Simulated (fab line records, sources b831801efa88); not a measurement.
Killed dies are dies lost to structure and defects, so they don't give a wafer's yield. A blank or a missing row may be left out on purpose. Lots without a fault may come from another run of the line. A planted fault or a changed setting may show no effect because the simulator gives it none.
A struck lot beside a sound one | flow gf180mcu | 14 steps out of a route of 602
Sound: wafers L531.1, L531.2, L531.5. Struck: wafers L539.2, L539.4, L539.5. The cause comes at the end.
At each step with rows: each side's tool, then ch and its chambers, then its first start. Under that, the readings that differ: sound wafers | struck wafers | difference of the means | sigmas: that difference in standard deviations of wafers without a fault.
alike: readings whose means differ by less than 2 such deviations, and words and numbers that are the same on both sides. not compared: withheld readings, readings that some wafer has no value for, bounds like >300 that may hide the same value, and numbers for which the record gives no deviation and whose values overlap.
The two part at a step that has a row with sigmas, a row that says differs or no value, or rows on one side only. Numbers that don't overlap but have no deviation are shown without sigmas and don't part them. A reading that every wafer of one side lacks parts them only if that side has two wafers or more.

first, 2 steps without rows for these wafers: GF_MVSD_PEB_05; GF_MVSD_DEVELOP_06 (develop time 60 s).
GF_MVSD_OVL_MEAS_07:
  sound on overlay-02, day 5 08:43; struck on overlay-01, day 7 08:10
  alike: MVSD_OVL
then, 2 steps without rows for these wafers: GF_MVSD_IMPLANT_08; GF_MVSD_IMPLANT_09.
GF_MVSD_STRIP_10: strips in O2/N2.
  sound on plasma_asher-04 ch 0,1, day 5 09:04; struck on plasma_asher-03 ch 0,1, day 7 08:29
  reading                      | sound             | struck            | difference | sigmas
  strip_time_to_endpoint_s (s) | 37.08 36.96 37.08 | 37.21 37.25 37.27 | +0.20      | +2
  alike: drypump_motor_current_A, heater_power_w, oes_product_au
  not compared: rf_hours_counter_h
GF_MVSD_TW_MEAS_11:
  sound on film_metro-04, day 5 09:10; struck on film_metro-02, day 7 08:36
  alike: MVSD_TW
then, 5 steps without rows for these wafers: GF_MVPSD_DEHYDRATE_00 (time 60 s); GF_MVPSD_HMDS_01 (prime time 60 s); GF_MVPSD_COAT_02 (resist thk 3000 nm); GF_MVPSD_SOFTBAKE_03; GF_MVPSD_EXPOSE_04 (exposes mask MVPSD, target cd 1000 nm).
GF_MVPSD_PEB_05:
  sound on litho_track-01 ch 0, day 5 22:00; struck on litho_track-02, day 8 00:00
  no value came back on the struck wafers for chill_plate_temp_C (C), exhaust_pa (Pa), heater_power_total_W (W), resist_line_temp_C (C); on the sound wafers chill_plate_temp_C (C) reads 22.91 22.98 22.91
then, 1 step without rows for these wafers: GF_MVPSD_DEVELOP_06 (develop time 60 s).

WHERE THEY PART
First at GF_MVSD_STRIP_10; last, within this record, at GF_MVPSD_PEB_05.

WHY: what the simulator had put in
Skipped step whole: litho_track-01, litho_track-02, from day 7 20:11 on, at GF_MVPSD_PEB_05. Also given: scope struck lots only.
